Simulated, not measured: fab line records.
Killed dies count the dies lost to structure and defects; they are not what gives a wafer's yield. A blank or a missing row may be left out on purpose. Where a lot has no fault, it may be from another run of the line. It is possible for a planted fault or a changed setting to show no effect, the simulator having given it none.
fab line records -- flow sky130 -- part 1 of 2: steps 1 to 29 of 30
[record] lots = 6, wafers = 18, last_day = 50
route steps=708 shown LI_CONTACT@375 LOCAL_INTERCONNECT@387 PAD_OPEN@708
lots untouched by any fault: they come from a run of this same line in which no faults occurred
start_h: start of the lot's first displayed wafer, in hours after the record's first day -- wait_h: time in hours since the lot's previous step -- " the same as in the row above -- L1.1+2: one row covering several wafers at once -- - value missing, or start not given -- * or withheld: withheld -- < > ~ a bound
route shown NAME@n: a module of which the file shows steps, and the number in the route of the first -- usual: the fault-free wafers' mean and standard deviation -- same: alike in all rows -- chamber/n: place in a boat -- sites: the reading at each site -- _std_site: standard deviation of those values -- _edge_site: outer sites' mean less inner sites' -- radius_mm: for every site, how far away it sits from the centre of the wafer -- mask NAME#n: copy n -- behind: the tool/chamber that last shaped the wafer -- hold: why the lot was held/for how many hours/how that ended -- device: which transistor (n, p or np) failed to switch -- end of line: the same wafers' tests at the end of the route -- a step given without rows: its recipe and nothing more -- killed: the dies lost at the first sort to structure and to defects; this is not the yield of the wafer -- map: dies across one wafer; x = killed, . = not, _ = none there
set.NAME: the setting the step ran with; set.NAME@STEP: the setting that earlier step ran with -- model.NAME: the simulator's own value behind a step, which no gauge read
certain route steps with their lots: each step a table, each wafer a row
services: when a tool's chamber went out of use (start_h, in hours from the record's first day, below 0 if earlier), for how many hours, and the reason
[[steps]]
[step SKY_LI_CONTACT_OVL_MEAS_13]
[usual] LI_CONTACT_OVL = 0/5.8
lot.wafer,tool,chamber,start_h,wait_h,LI_CONTACT_OVL[nm]
L248.1,overlay-02,-,727.15,0.1,-9
L248.2,overlay-02,-,727.15,0.1,-9
L248.4,overlay-02,-,727.15,0.1,-7
L249.1,overlay-01,-,731.84,0.1,-1
L249.4,overlay-01,-,731.84,0.1,0
L249.6,overlay-01,-,731.84,0.1,-5
L256.2,overlay-01,-,786.83,0.1,-3
L256.3,overlay-01,-,786.83,0.1,2
L256.5,overlay-01,-,786.83,0.1,-3
L257.2,overlay-02,-,791.10,0.1,-9
L257.5,overlay-02,-,791.10,0.1,-1
L257.6,overlay-02,-,791.10,0.1,-6
L261.1,overlay-02,-,825.59,0.1,-2
L261.2,overlay-02,-,825.59,0.1,-5
L261.6,overlay-02,-,825.59,0.1,-4
L265.2,overlay-02,-,851.50,0.1,6
L265.4,overlay-02,-,851.50,0.1,2
L265.5,overlay-02,-,851.50,0.1,5
[step SKY_LI_CONTACT_ETCH_14]
[recipe] chemistry = N2/H2, target = BARC, ion_energy_ev = 200, source_w = 500, bias_w = 100, pressure_mtorr = 30, n2_flow_sccm = 100, h2_flow_sccm = 200, stop_on = SiO2, time_s = 45.9, target_depth_a = 600
[step SKY_LI_CONTACT_ETCH_15]
[recipe] target = PSG, chemistry = C4F8/O2/Ar, stop_on = Si, taper_deg = 4.15, mask_material = KrF-thick, source_w = 1500, bias_w = 1200, pressure_mtorr = 40, c4f8_flow_sccm = withheld, O2_flow_sccm = 6, Ar_flow_sccm = 300, time_s = withheld, target_depth_a = 6000
[step SKY_LI_CONTACT_STRIP_16]
[recipe] chemistry = O2/N2, power_w = 1400, pressure_mtorr = 1500, platen_temp_c = withheld, o2_flow_sccm = 3000, n2_flow_sccm = 300, overash_fraction = 0.5
[step SKY_LI_CONTACT_CLEAN_17]
[recipe] chemistry = NMP, time_s = 600, temp_c = 60, dry = n2_spin
[step SKY_LI_CONTACT_PRE_CLEAN_18]
[recipe] gas = Ar, time_s = 5.6, bias_v = 358
[step SKY_LI_CONTACT_SPUTTER_19]
[recipe] material = Ti, target_thk_nm = 20, chamber_pressure_pa = 5, power_w = 2500, substrate_temp_c = 200, time_s = 106.37
[usual] throttle_valve_pct = 30.2/0.75
lot.wafer,tool,chamber,start_h,wait_h,throttle_valve_pct
L248.1,pvd_sputter-03,-,727.60,0.0,29.6
L248.2,pvd_sputter-03,-,727.60,0.0,30.1
L248.4,pvd_sputter-03,-,727.60,0.0,29.6
L249.1,pvd_sputter-03,-,732.30,0.0,29.4
L249.4,pvd_sputter-03,-,732.30,0.0,29.3
L249.6,pvd_sputter-03,-,732.30,0.0,29.4
L256.2,pvd_sputter-04,-,787.35,0.0,30.9
L256.3,pvd_sputter-04,-,787.35,0.0,30.0
L256.5,pvd_sputter-04,-,787.35,0.0,30.8
L257.2,pvd_sputter-04,-,791.55,0.0,30.8
L257.5,pvd_sputter-04,-,791.55,0.0,31.0
L257.6,pvd_sputter-04,-,791.55,0.0,30.8
L261.1,pvd_sputter-04,-,826.05,0.0,31.2
L261.2,pvd_sputter-04,-,826.05,0.0,30.1
L261.6,pvd_sputter-04,-,826.05,0.0,31.0
L265.2,pvd_sputter-04,-,851.96,0.0,30.0
L265.4,pvd_sputter-04,-,851.96,0.0,31.0
L265.5,pvd_sputter-04,-,851.96,0.0,30.8
[step SKY_LI_CONTACT_SPUTTER_20]
[recipe] material = TiN, target_thk_nm = 20, chamber_pressure_pa = 5, power_w = 4000, time_s = 80
[step SKY_LI_CONTACT_CVD_21]
[recipe] material = W, target_thk_nm = 400, time_s = 120.56, temp_c = 400, pressure_torr = 40
[usual] chamber_pressure_Torr = 40.00/0.093, heater_power_w = 878/120
lot.wafer,tool,chamber,start_h,wait_h,chamber_pressure_Torr,heater_power_w
L248.1,cvd_w-02,1,727.74,0.0,40.22,787
L248.2,cvd_w-02,0,727.74,0.0,40.03,958
L248.4,cvd_w-02,1,727.74,0.0,40.04,788
L249.1,cvd_w-02,1,732.44,0.0,40.08,784
L249.4,cvd_w-02,0,732.44,0.0,39.94,932
L249.6,cvd_w-02,1,732.44,0.0,39.97,800
L256.2,cvd_w-02,1,787.49,0.0,39.92,785
L256.3,cvd_w-02,0,787.49,0.0,39.98,960
L256.5,cvd_w-02,0,787.49,0.0,39.92,915
L257.2,cvd_w-02,0,791.69,0.0,40.02,979
L257.5,cvd_w-02,1,791.69,0.0,40.04,780
L257.6,cvd_w-02,0,791.69,0.0,40.13,949
L261.1,cvd_w-01,1,826.19,0.0,40.07,1016
L261.2,cvd_w-01,0,826.19,0.0,39.97,740
L261.6,cvd_w-01,0,826.19,0.0,40.00,750
L265.2,cvd_w-01,1,852.09,0.0,39.92,1046
L265.4,cvd_w-01,1,852.09,0.0,40.02,1052
L265.5,cvd_w-01,1,852.09,0.0,39.79,1023
[step SKY_LI_CONTACT_RS_MEAS_22]
[recipe] thk_meas_gauge = four-point-probe, reads = W_of_LI_CONTACT_CVD_21+TiN_of_LI_CONTACT_SPUTTER_20+Ti_of_LI_CONTACT_SPUTTER_19
[usual] LI_CONTACT_W_RS = 0.279/0.0056
lot.wafer,tool,chamber,start_h,wait_h,LI_CONTACT_W_RS[ohm/sq]
L248.1,film_metro-02,-,727.87,0.1,0.288
L248.2,film_metro-02,-,727.87,0.1,0.288
L248.4,film_metro-02,-,727.87,0.1,0.282
L249.1,film_metro-02,-,732.56,0.1,0.282
L249.4,film_metro-02,-,732.56,0.1,0.285
L249.6,film_metro-02,-,732.56,0.1,0.281
L256.2,film_metro-02,-,787.63,0.1,0.280
L256.3,film_metro-02,-,787.63,0.1,0.286
L256.5,film_metro-02,-,787.63,0.1,0.287
L257.2,film_metro-03,-,791.84,0.1,0.287
L257.5,film_metro-03,-,791.84,0.1,0.280
L257.6,film_metro-03,-,791.84,0.1,0.287
L261.1,film_metro-02,-,826.31,0.1,0.274
L261.2,film_metro-02,-,826.31,0.1,0.280
L261.6,film_metro-02,-,826.31,0.1,0.282
L265.2,film_metro-03,-,852.24,0.1,0.273
L265.4,film_metro-03,-,852.24,0.1,0.268
L265.5,film_metro-03,-,852.24,0.1,0.273
[step SKY_LI_CONTACT_THK_MEAS_23]
[recipe] thk_meas_gauge = xrf, reads = W_of_LI_CONTACT_CVD_21
[usual] LI_CONTACT_W_THK = 420/8.7
lot.wafer,tool,chamber,start_h,wait_h,LI_CONTACT_W_THK[nm]
L248.1,film_metro-02,-,727.99,0.1,412
L248.2,film_metro-02,-,727.99,0.1,411
L248.4,film_metro-02,-,727.99,0.1,420
L249.1,film_metro-02,-,732.68,0.1,419
L249.4,film_metro-02,-,732.68,0.1,416
L249.6,film_metro-02,-,732.68,0.1,419
L256.2,film_metro-02,-,787.74,0.1,419
L256.3,film_metro-02,-,787.74,0.1,411
L256.5,film_metro-02,-,787.74,0.1,407
L257.2,film_metro-03,-,791.95,0.1,412
L257.5,film_metro-03,-,791.95,0.1,421
L257.6,film_metro-03,-,791.95,0.1,415
L261.1,film_metro-02,-,826.43,0.1,420
L261.2,film_metro-02,-,826.43,0.1,410
L261.6,film_metro-02,-,826.43,0.1,407
L265.2,film_metro-03,-,852.35,0.1,431
L265.4,film_metro-03,-,852.35,0.1,439
L265.5,film_metro-03,-,852.35,0.1,428
[step SKY_LI_CONTACT_CMP_24]
[recipe] stop_on = PSG, t_overpolish_s = 20, down_force_psi = 3.5, platen_rpm = 60, target_thk_nm = 0, pad_velocity_m_s = 0.94248
[usual] motor_current_A = 11.2/0.9, overpolish_run_s = 20.000/0.009, platen_rpm = 60.00/0.04, time_to_endpoint_s = 97/4
lot.wafer,tool,chamber,start_h,wait_h,motor_current_A,overpolish_run_s,platen_rpm,time_to_endpoint_s
L248.2,cmp-02,1,728.05,0.0,9.1,20.019,60.04,94
L248.1,cmp-02,3,728.05,0.0,11.2,20.003,59.99,92
L248.4,cmp-02,0,728.05,0.0,11.2,20.005,60.04,92
L249.4,cmp-01,3,732.74,0.0,11.4,19.985,59.99,89
L249.1,cmp-01,2,732.74,0.0,12.1,19.996,59.97,100
L249.6,cmp-01,0,732.74,0.0,11.0,20.004,60.06,97
L256.3,cmp-02,0,787.79,0.0,11.1,19.994,59.97,99
L256.2,cmp-02,3,787.79,0.0,10.7,20.005,60.09,101
L256.5,cmp-02,1,787.79,0.0,9.9,20.007,60.04,102
L257.2,cmp-02,3,792.15,0.2,11.5,19.998,60.00,96
L257.5,cmp-02,0,792.15,0.2,11.5,19.992,59.97,95
L257.6,cmp-02,1,792.15,0.2,9.2,20.003,59.99,98
L261.1,cmp-01,0,826.54,0.1,11.1,20.005,60.05,102
L261.2,cmp-01,2,826.54,0.1,12.2,20.008,60.01,101
L261.6,cmp-01,0,826.54,0.1,10.8,20.019,60.09,96
L265.4,cmp-02,0,852.45,0.1,11.3,20.003,60.00,98
L265.2,cmp-02,2,852.45,0.1,12.5,20.016,60.08,99
L265.5,cmp-02,0,852.45,0.1,11.5,20.005,59.98,97
[step SKY_LOCAL_INTERCONNECT_SPUTTER_00]
[recipe] material = TiN, target_thk_nm = 100, temp_c = 300, power_w = 6500, time_s = 83.3, chamber_pressure_pa = 0.4
[usual] throttle_valve_pct = 29.6/0.71
lot.wafer,tool,chamber,start_h,wait_h,throttle_valve_pct,model.TiN_of_LOCAL_INTERCONNECT_SPUTTER_00.thk_nm
L248.1,pvd_sputter-02,-,728.35,0.1,28.8,100
L248.2,pvd_sputter-02,-,728.35,0.1,29.9,99.97
L248.4,pvd_sputter-02,-,728.35,0.1,29.4,98.95
L249.1,pvd_sputter-01,-,733.04,0.1,30.8,101.2
L249.4,pvd_sputter-01,-,733.04,0.1,30.3,98.85
L249.6,pvd_sputter-01,-,733.04,0.1,28.6,100.5
L256.2,pvd_sputter-01,-,788.09,0.1,30.6,71.78
L256.3,pvd_sputter-01,-,788.09,0.1,28.6,100.4
L256.5,pvd_sputter-01,-,788.09,0.1,30.9,100.8
L257.2,pvd_sputter-01,-,792.30,0.1,28.7,71.19
L257.5,pvd_sputter-01,-,792.30,0.1,30.7,100.6
L257.6,pvd_sputter-01,-,792.30,0.1,29.3,71.19
L261.1,pvd_sputter-03,-,826.79,0.2,30.2,99.59
L261.2,pvd_sputter-03,-,826.79,0.2,29.3,100.2
L261.6,pvd_sputter-03,-,826.79,0.2,29.3,99.92
L265.2,pvd_sputter-03,-,852.70,0.1,30.2,100.2
L265.4,pvd_sputter-03,-,852.70,0.1,30.2,100.3
L265.5,pvd_sputter-03,-,852.70,0.1,29.5,100.7
[step SKY_LOCAL_INTERCONNECT_RS_MEAS_01]
[recipe] thk_meas_gauge = four-point-probe, reads = TiN_of_LOCAL_INTERCONNECT_SPUTTER_00
[usual] LOCAL_INTERCONNECT_TIN_RS = 14.12/0.17
lot.wafer,tool,chamber,start_h,wait_h,hold,LOCAL_INTERCONNECT_TIN_RS[ohm/sq]
L248.1,film_metro-03,-,728.41,0.0,-,14.16
L248.2,film_metro-03,-,728.41,0.0,-,14.16
L248.4,film_metro-03,-,728.41,0.0,-,14.29
L249.1,film_metro-01,-,733.10,0.0,-,13.98
L249.4,film_metro-01,-,733.10,0.0,-,14.34
L249.6,film_metro-01,-,733.10,0.0,-,14.12
L256.2,film_metro-01,-,788.18,0.1,await_dispo/0.2h/release,20.12
L256.3,film_metro-01,-,788.18,0.1,await_dispo/0.2h/release,14.09
L256.5,film_metro-01,-,788.18,0.1,await_dispo/0.2h/release,14.08
L256.2,film_metro-01,-,788.46,0.3,-,20.11
L256.3,film_metro-01,-,788.46,0.3,-,14.11
L256.5,film_metro-01,-,788.46,0.3,-,14.06
L257.2,film_metro-03,-,792.38,0.1,await_dispo/0.2h/release,20.24
L257.5,film_metro-03,-,792.38,0.1,await_dispo/0.2h/release,14.08
L257.6,film_metro-03,-,792.38,0.1,await_dispo/0.2h/release,20.23
L257.2,film_metro-03,-,792.67,0.3,-,20.28
L257.5,film_metro-03,-,792.67,0.3,-,14.08
L257.6,film_metro-03,-,792.67,0.3,-,20.24
L261.1,film_metro-03,-,826.85,0.0,-,14.20
L261.2,film_metro-03,-,826.85,0.0,-,14.12
L261.6,film_metro-03,-,826.85,0.0,-,14.16
L265.2,film_metro-03,-,852.78,0.1,-,14.14
L265.4,film_metro-03,-,852.78,0.1,-,14.13
L265.5,film_metro-03,-,852.78,0.1,-,14.07
[step SKY_LOCAL_INTERCONNECT_THK_MEAS_02]
[recipe] thk_meas_gauge = xrf, reads = TiN_of_LOCAL_INTERCONNECT_SPUTTER_00
[usual] LOCAL_INTERCONNECT_TIN_THK = 97.5/1.3
lot.wafer,tool,chamber,start_h,wait_h,hold,LOCAL_INTERCONNECT_TIN_THK[nm]
L248.1,film_metro-03,-,728.53,0.1,-,96.8
L248.2,film_metro-03,-,728.53,0.1,-,96.5
L248.4,film_metro-03,-,728.53,0.1,-,95.7
L249.1,film_metro-01,-,733.22,0.1,-,98.4
L249.4,film_metro-01,-,733.22,0.1,-,96.4
L249.6,film_metro-01,-,733.22,0.1,-,97.8
L256.2,film_metro-01,-,789.85,1.4,await_dispo/0.2h/release,70.1
L256.3,film_metro-01,-,789.85,1.4,await_dispo/0.2h/release,97.9
L256.5,film_metro-01,-,789.85,1.4,await_dispo/0.2h/release,98.1
L256.2,film_metro-01,-,790.08,0.2,-,70.0
L256.3,film_metro-01,-,790.08,0.2,-,97.6
L256.5,film_metro-01,-,790.08,0.2,-,97.9
L257.2,film_metro-03,-,799.97,7.3,await_dispo/0.2h/release,68.7
L257.5,film_metro-03,-,799.97,7.3,await_dispo/0.2h/release,97.3
L257.6,film_metro-03,-,799.97,7.3,await_dispo/0.2h/release,68.7
L257.2,film_metro-03,-,800.29,0.3,-,68.8
L257.5,film_metro-03,-,800.29,0.3,-,96.8
L257.6,film_metro-03,-,800.29,0.3,-,68.7
L261.1,film_metro-03,-,826.97,0.1,-,96.1
L261.2,film_metro-03,-,826.97,0.1,-,97.0
L261.6,film_metro-03,-,826.97,0.1,-,96.5
L265.2,film_metro-03,-,852.89,0.1,-,97.4
L265.4,film_metro-03,-,852.89,0.1,-,97.3
L265.5,film_metro-03,-,852.89,0.1,-,97.8
[step SKY_LOCAL_INTERCONNECT_HMDS_04]
[recipe] prime_time_s = 60, prime_temp_c = 120
[step SKY_LOCAL_INTERCONNECT_COAT_05]
[recipe] resist = BARC, temp_c = withheld, time_s = withheld, spin_rpm = 3000, resist_thk_nm = 60
[step SKY_LOCAL_INTERCONNECT_COAT_06]
[recipe] resist = KrF-thick, spin_rpm = 3000, resist_thk_nm = 450
[step SKY_LOCAL_INTERCONNECT_SOFTBAKE_07]
[recipe] temp_c = 100, time_s = 90, resist = KrF-thick
[step SKY_LOCAL_INTERCONNECT_EXPOSE_08]
[recipe] mask_id = LI1M, na = 0.8, source_shape = annular, sigma_inner = 0.55, sigma_outer = 0.85, target_cd_nm = 170, dose_mj = 28
[step SKY_LOCAL_INTERCONNECT_PEB_09]
[recipe] peb_temp_c = withheld, peb_time_s = withheld, resist = KrF-thick
[step SKY_LOCAL_INTERCONNECT_DEVELOP_10]
[recipe] develop_time_s = 60, resist = KrF-thick, dev_temp_c = 21
[step SKY_LOCAL_INTERCONNECT_CD_MEAS_11]
[recipe] target_cd_nm = 170
[usual] cd_nm = 169.4/1.7
lot.wafer,tool,chamber,start_h,wait_h,cd_nm
L248.1,cd_sem-02,-,755.82,-,169.1
L248.2,cd_sem-02,-,755.82,-,168.5
L248.4,cd_sem-02,-,755.82,-,169.2
L249.1,cd_sem-01,-,760.42,-,170.3
L249.4,cd_sem-01,-,760.42,-,170.1
L249.6,cd_sem-01,-,760.42,-,169.9
L256.2,cd_sem-02,-,815.14,-,171.7
L256.3,cd_sem-02,-,815.14,-,170.9
L256.5,cd_sem-02,-,815.14,-,171.7
L257.2,cd_sem-02,-,819.54,-,169.5
L257.5,cd_sem-02,-,819.54,-,168.1
L257.6,cd_sem-02,-,819.54,-,170.1
L261.1,cd_sem-02,-,852.89,-,165.4
L261.2,cd_sem-02,-,852.89,-,164.6
L261.6,cd_sem-02,-,852.89,-,165.1
L265.2,cd_sem-01,-,879.06,-,167.6
L265.4,cd_sem-01,-,879.06,-,167.6
L265.5,cd_sem-01,-,879.06,-,168.8
[step SKY_LOCAL_INTERCONNECT_OVL_MEAS_12]
[usual] LOCAL_INTERCONNECT_OVL = 1/5
lot.wafer,tool,chamber,start_h,wait_h,LOCAL_INTERCONNECT_OVL[nm]
L248.1,overlay-02,-,755.94,0.1,-1
L248.2,overlay-02,-,755.94,0.1,1
L248.4,overlay-02,-,755.94,0.1,2
L249.1,overlay-01,-,760.54,0.1,11
L249.4,overlay-01,-,760.54,0.1,9
L249.6,overlay-01,-,760.54,0.1,1
L256.2,overlay-01,-,815.25,0.1,2
L256.3,overlay-01,-,815.25,0.1,4
L256.5,overlay-01,-,815.25,0.1,6
L257.2,overlay-01,-,819.65,0.1,1
L257.5,overlay-01,-,819.65,0.1,0
L257.6,overlay-01,-,819.65,0.1,0
L261.1,overlay-02,-,853.01,0.1,11
L261.2,overlay-02,-,853.01,0.1,8
L261.6,overlay-02,-,853.01,0.1,-1
L265.2,overlay-02,-,879.17,0.1,6
L265.4,overlay-02,-,879.17,0.1,6
L265.5,overlay-02,-,879.17,0.1,4
[step SKY_LOCAL_INTERCONNECT_ETCH_13]
[recipe] chemistry = N2/H2, target = BARC, ion_energy_ev = 200, bias_w = 100, pressure_mtorr = 30, n2_flow_sccm = 100, h2_flow_sccm = 200, icp_w = 500, stop_on = SiO2, time_s = 45.9, target_depth_a = 600
[usual] drypump_motor_current_A = 5.8/0.37, oes_product_au = 0.855/0.0047, throttle_valve_pct = 13.224/0.0089
lot.wafer,tool,chamber,start_h,wait_h,drypump_motor_current_A,oes_product_au,rf_hours_counter_h,throttle_valve_pct
L248.1,rie_metal-03,1,755.98,0.0,6.0,0.847,4,13.234
L248.2,rie_metal-03,1,755.98,0.0,6.0,0.847,-,13.211
L248.4,rie_metal-03,1,755.98,0.0,6.0,0.857,-,13.220
L249.1,rie_metal-03,1,760.58,0.0,6.0,0.864,4,13.233
L249.4,rie_metal-03,1,760.58,0.0,6.0,0.854,-,13.227
L249.6,rie_metal-03,1,760.58,0.0,6.0,0.855,-,13.219
L256.2,rie_metal-02,0,815.28,0.0,5.7,0.854,12,13.220
L256.3,rie_metal-02,0,815.28,0.0,5.8,0.851,-,13.226
L256.5,rie_metal-02,1,815.28,0.0,5.3,0.856,-,13.235
L257.2,rie_metal-03,1,819.68,0.0,6.0,0.865,7,13.229
L257.5,rie_metal-03,1,819.68,0.0,6.0,0.860,-,13.223
L257.6,rie_metal-03,0,819.68,0.0,6.5,0.850,-,13.222
L261.1,rie_metal-04,1,853.05,0.0,5.5,0.861,17,13.205
L261.2,rie_metal-04,0,853.05,0.0,5.5,0.853,18,13.234
L261.6,rie_metal-04,1,853.05,0.0,5.5,0.859,-,13.231
L265.2,rie_metal-02,0,879.20,0.0,5.8,0.858,13,13.229
L265.4,rie_metal-02,1,879.20,0.0,5.3,0.855,-,13.220
L265.5,rie_metal-02,1,879.20,0.0,5.3,0.856,-,13.222
[step SKY_LOCAL_INTERCONNECT_METAL_ETCH_14]
[recipe] target_depth_nm = 110, stop_on = PSG, chemistry = Cl2/BCl3, target = TiN, resist_sidewall_deg = 88, pressure_mtorr = 10, icp_w = 900, bias_w = 48.5, Cl2_flow_sccm = 60, bcl3_flow_sccm = 30, time_s = 31.4
[usual] drypump_motor_current_A = 5.8/0.37, oes_product_au = 0.943/0.0078, throttle_valve_pct = 21.899/0.011
lot.wafer,tool,chamber,start_h,wait_h,drypump_motor_current_A,oes_product_au,rf_hours_counter_h,throttle_valve_pct
L248.1,rie_metal-03,1,756.10,0.1,6.0,0.939,4,21.914
L248.2,rie_metal-03,1,756.10,0.1,5.9,0.939,-,21.911
L248.4,rie_metal-03,1,756.10,0.1,6.0,0.932,-,21.884
L249.1,rie_metal-03,1,760.70,0.1,6.0,0.948,4,21.884
L249.4,rie_metal-03,1,760.70,0.1,6.0,0.935,-,21.913
L249.6,rie_metal-03,1,760.70,0.1,6.0,0.947,-,21.902
L256.2,rie_metal-02,0,815.34,0.0,5.7,0.781,12,22.008
L256.3,rie_metal-02,0,815.34,0.0,5.7,0.947,-,21.906
L256.5,rie_metal-02,1,815.34,0.0,5.3,0.949,-,21.900
L257.2,rie_metal-03,1,819.74,0.0,6.0,0.786,7,22.007
L257.5,rie_metal-03,1,819.74,0.0,6.0,0.944,-,21.898
L257.6,rie_metal-03,0,819.74,0.0,6.5,0.777,-,22.005
L261.1,rie_metal-04,1,853.11,0.0,5.5,0.930,17,21.903
L261.2,rie_metal-04,0,853.11,0.0,5.5,0.948,18,21.880
L261.6,rie_metal-04,1,853.11,0.0,5.5,0.938,-,21.921
L265.2,rie_metal-02,0,879.26,0.0,5.7,0.947,14,21.909
L265.4,rie_metal-02,1,879.26,0.0,5.3,0.937,-,21.917
L265.5,rie_metal-02,1,879.26,0.0,5.3,0.945,-,21.885
[step SKY_LOCAL_INTERCONNECT_STRIP_15]
[recipe] chemistry = O2/N2, power_w = 1400, pressure_mtorr = 1500, platen_temp_c = withheld, o2_flow_sccm = 3000, n2_flow_sccm = 300, overash_fraction = 0.5
[usual] drypump_motor_current_A = 5.91/0.28, oes_product_au = 0.427/0.0046, strip_time_to_endpoint_s = 4.724/0.025
lot.wafer,tool,chamber,start_h,wait_h,drypump_motor_current_A,oes_product_au,rf_hours_counter_h,strip_time_to_endpoint_s
L248.1,plasma_asher-03,1,756.21,0.1,5.49,0.423,32,4.733
L248.2,plasma_asher-03,0,756.21,0.1,6.17,0.432,32,4.726
L248.4,plasma_asher-03,0,756.21,0.1,6.19,0.421,-,4.719
L249.1,plasma_asher-04,0,760.81,0.1,6.08,0.424,66,4.749
L249.4,plasma_asher-04,0,760.81,0.1,6.07,0.431,-,4.772
L249.6,plasma_asher-04,0,760.81,0.1,6.07,0.431,-,4.749
L256.2,plasma_asher-02,0,815.39,0.0,5.99,0.422,8,4.696
L256.3,plasma_asher-02,0,815.39,0.0,6.00,0.422,-,4.693
L256.5,plasma_asher-02,0,815.39,0.0,5.98,0.433,-,4.729
L257.2,plasma_asher-03,1,819.79,0.0,5.50,0.424,39,4.757
L257.5,plasma_asher-03,0,819.79,0.0,6.13,0.432,-,4.752
L257.6,plasma_asher-03,1,819.79,0.0,5.50,0.433,-,4.747
L261.1,plasma_asher-02,0,853.16,0.0,6.00,0.420,12,4.719
L261.2,plasma_asher-02,1,853.16,0.0,6.26,0.429,12,4.737
L261.6,plasma_asher-02,1,853.16,0.0,6.26,0.422,-,4.693
L265.2,plasma_asher-03,0,879.31,0.0,6.15,0.418,45,4.734
L265.4,plasma_asher-03,0,879.31,0.0,6.18,0.425,-,4.740
L265.5,plasma_asher-03,1,879.31,0.0,5.50,0.421,-,4.752
[step SKY_LOCAL_INTERCONNECT_STRIP_16]
[recipe] chemistry = post_etch_residue_remover, time_s = 1200, temp_c = 72.5
lot.wafer,tool,chamber,start_h,wait_h,model.TiN_of_LOCAL_INTERCONNECT_SPUTTER_00.thk_nm
L248.1,wet_bench-03,0,756.31,0.1,99.63
L248.2,wet_bench-03,0,756.31,0.1,99.55
L248.4,wet_bench-03,0,756.31,0.1,98.53
L249.1,wet_bench-01,1,760.91,0.1,100.8
L249.4,wet_bench-01,1,760.91,0.1,98.43
L249.6,wet_bench-01,1,760.91,0.1,100.1
L256.2,wet_bench-01,3,815.49,0.1,71.36
L256.3,wet_bench-01,3,815.49,0.1,99.96
L256.5,wet_bench-01,3,815.49,0.1,100.4
L257.2+6,wet_bench-04,3,819.89,0.1,70.77
L257.5,wet_bench-04,3,819.89,0.1,100.1
L261.1,wet_bench-04,1,853.26,0.1,99.16
L261.2,wet_bench-04,1,853.26,0.1,99.77
L261.6,wet_bench-04,1,853.26,0.1,99.49
L265.2,wet_bench-01,2,879.41,0.1,99.73
L265.4,wet_bench-01,2,879.41,0.1,99.91
L265.5,wet_bench-01,2,879.41,0.1,100.3
[step SKY_LOCAL_INTERCONNECT_CLEAN_17]
[recipe] chemistry = IPA, time_s = 180, temp_c = 25
[[key]]
[first_sign] step = SKY_LOCAL_INTERCONNECT_RS_MEAS_01, reading = visit, direction = added
[effect] step = SKY_LOCAL_INTERCONNECT_RS_MEAS_01, reading = LOCAL_INTERCONNECT_TIN_RS, direction = up, sigmas = 36, usual = 14.12, struck = 20.20
[effect] step = SKY_LOCAL_INTERCONNECT_THK_MEAS_02, reading = visit, direction = added
[effect] step = SKY_LOCAL_INTERCONNECT_THK_MEAS_02, reading = LOCAL_INTERCONNECT_TIN_THK, direction = down, sigmas = 22, usual = 97.5, struck = 69.2
[effect] step = SKY_LOCAL_INTERCONNECT_METAL_ETCH_14, reading = oes_product_au, direction = down, sigmas = 21, usual = 0.943, struck = 0.781
[model_effect] step = SKY_LOCAL_INTERCONNECT_SPUTTER_00, value = TiN_of_LOCAL_INTERCONNECT_SPUTTER_00.thk_nm, without = 100, struck = 71.39
[model_effect] step = SKY_LOCAL_INTERCONNECT_STRIP_16, value = TiN_of_LOCAL_INTERCONNECT_SPUTTER_00.thk_nm, without = 99.59, struck = 70.96
[model_effect] step = SKY_PAD_OPEN_PROBE_99, value = etest.res_li.line_ohm_um, without = 75.34, struck = 105.7
met_at SKY_LOCAL_INTERCONNECT_SPUTTER_00
struck_wafers L256.2,L257.2,L257.6
tester_left_out L256,L257
onset_between 733.04 788.09
[fault] kind = process_parameter_drift, tool = pvd_sputter-01, chamber = -, onset_h = 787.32, steps = SKY_LOCAL_INTERCONNECT_SPUTTER_00, channel = target_thk_nm, offset = -28.623, shape = step, end_h = 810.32, scope = struck_wafers_only, acts_in = these_recipes_only, stated = 100
// tester_left_out: of these lots the tester's yield and bins aren't shown, on N5 and GAA mostly nor the transistor test; their killed dies are dies lost to structure and defects alone, not to doping, threshold or leakage, so they don't give the yield
